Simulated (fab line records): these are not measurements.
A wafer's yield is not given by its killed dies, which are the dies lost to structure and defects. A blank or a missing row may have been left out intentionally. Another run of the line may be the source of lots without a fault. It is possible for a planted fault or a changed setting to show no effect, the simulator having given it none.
Problem report in the 8D (eight disciplines) form, filled by code	flow gf180mcu	the parts of the form that need people (team, actions taken, sign-off) are left out

1. THE PROBLEM
Mean HV_LDD_CVD_56_THK at GF_HV_LDD_THK_MEAS_57: 59.5 nm over 6 wafers in 2 lots; fault-free wafers: 89.9 nm, standard deviation 0.92. That puts it -33 standard deviations away from the usual mean.
First observed at day 14 10:36: wafer L235.1, on filmMetro-04. Wafers with a number at this step in the record: 33, from 11 lots. The rule behind "out" and "out of limits": a value lying over 4 standard deviations away from the usual mean. The other wafers with a number count as sound.

2. WHAT IT IS, WHAT IT ISN'T
question	is	is not
which readings at this step	HV_LDD_CVD_56_THK	-
which lots	L235, L237	L230, L232, L234, L244, L245, L247, L249, L252, L253
which wafers of those lots	all that have a number	-
read on which gauges	filmMetro-03, filmMetro-04	filmMetro-02
when	from day 14 10:36	up to then (9 sound wafers); but 18 sound wafers of L244, L245, L247, L249, L252, L253 came after

3. SUSPECTS, AND WHAT RULES EACH OUT
Counting: a tool at a process step up to the reading stays a suspect if it ran every lot that is out and no sound lot after the first of them.
- the gauge at GF_HV_LDD_THK_MEAS_57 is ruled out. Those wafers that are out were read across 2 gauges (filmMetro-03, filmMetro-04).
- lpcvd-02 at GF_HV_LDD_CVD_56 (deposits Si3N4 from DCS/NH3, target thk 90 nm, time 1543 s): ruled out as a lasting fault. Following L235 (day 14 09:11), the first lot on it that is out, the sound lots L245, L247, L252 were run on it.
Left after counting: nothing in the record.

4. THE CAUSE (what the simulator had put in)
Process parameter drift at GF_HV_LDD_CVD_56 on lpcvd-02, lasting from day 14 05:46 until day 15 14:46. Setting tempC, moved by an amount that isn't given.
The count ruled it out by mistake, since the rule takes a fault to strike every lot its tool runs from the start of the fault on, and this one did not do so.

5. THE CHAIN OF EFFECTS, in route order
Rows list readings where the struck wafers' mean (over those with a number) sits beyond 3 standard deviations from the usual. Only readings for which the record gives a usual standard deviation are gone through. hours: the time from each lot's start at the first step in this table that gives one to its start at this step, as a median over the lots. sigmas: the change in usual standard deviations.
hours	step	reading	usual	on struck wafers	change	sigmas
0	GF_HV_LDD_CVD_56	spikeTcBottomC	787.6 C	768.5	-19.1	-9.5
0	GF_HV_LDD_CVD_56	spikeTcCentreC	769.1 C	746.6	-22.5	-16
0	GF_HV_LDD_CVD_56	spikeTcLowerC	771.5 C	751.1	-20.4	-14
0	GF_HV_LDD_CVD_56	spikeTcTopC	785 C	762	-22	-7.0
0	GF_HV_LDD_CVD_56	spikeTcUpperC	770.3 C	748.0	-22.3	-12
0	GF_HV_LDD_CVD_56	susceptorTempC	770.0 C	748.6	-21.4	-67
2	GF_HV_LDD_THK_MEAS_57	HV_LDD_CVD_56_THK	89.9 nm	59.5	-30.5	-33
2	GF_HV_LDD_ETCHBACK_58	oesProductAu	0.842 a.u.	0.685	-0.157	-23
Its process steps:
- GF_HV_LDD_CVD_56: deposits Si3N4 from DCS/NH3, target thk 90 nm, time 1543 s.
- GF_HV_LDD_ETCHBACK_58: etches Si3N4 in CH3F/O2, stops on SiO2, time 100 s, target depth 90 nm.
Later measuring or inspecting steps at which every struck wafer that the step has a row for has a number for every such reading, and none has moved that far: GF_M2_THK_MEAS_06.

6. HOW IT WOULD HAVE BEEN CAUGHT EARLIER
5 hours passed between the start of the fault at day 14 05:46 and the first reading out of limits at a measuring or inspecting step in this record, taken at day 14 10:36.
At GF_HV_LDD_CVD_56, the tool's own readings (spikeTcBottomC, spikeTcCentreC, spikeTcLowerC, spikeTcTopC, spikeTcUpperC, susceptorTempC) were out on each struck wafer the step has a row for, so an alarm limit on them would have fired on the first such wafer.
